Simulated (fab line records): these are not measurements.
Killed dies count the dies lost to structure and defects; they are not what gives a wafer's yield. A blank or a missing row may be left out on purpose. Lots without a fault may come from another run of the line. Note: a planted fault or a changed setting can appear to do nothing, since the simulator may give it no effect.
Matching of chambers	flow sfqLine	SFQ_TRILAYER_A5C_DEP_PECVD_142 on pecvd-04: 3 sister chambers
The step deposits SiO2 from SiH4/N2O, time 15.556 s, target thk 70 nm. 3 wafers are shown with their chamber, then 8 later ones without.

WAFERS PAIRED WITH THEIR CHAMBERS
wafer	chamber	throttleValvePct (%)
L854.1	0	24.4
L854.5	2	22.7
L855.2	1	22.8

WAFERS WITH NO CHAMBER GIVEN
wafer	throttleValvePct (%)
L855.4	24.4
L855.6	22.8
L858.1	23.1
L858.5	22.9
L858.6	24.3
L861.2	22.9
L861.4	23.1
L861.5	22.8

WHICH CHAMBER EACH WENT THROUGH
wafer	from the rows above	in truth
L855.4	0	0
L855.6	can't be placed: 1 or 2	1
L858.1	can't be placed: 1 or 2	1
L858.5	can't be placed: 1 or 2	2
L858.6	0	0
L861.2	can't be placed: 1 or 2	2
L861.4	can't be placed: 1 or 2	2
L861.5	can't be placed: 1 or 2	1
Placed correctly: 2 of 8. Cannot be placed on the basis of these rows: 6; the candidates contain the true chamber in 6. Placed wrongly: 0.
How it was worked out, from the rows above alone: a wafer's distance from a chamber is the root of the sum, over the readings, of the square of ((its reading less the chamber's mean) divided by the reading's scatter). If the next closest chamber is less than 2 further off than the closest, the wafer can't be placed; otherwise it belongs to the closest. The mean given for a chamber averages the wafers shown for that chamber. The scatter (one wafer shown for each chamber): square how far every hidden wafer sits from the nearest shown wafer, average those squares and take the square root.
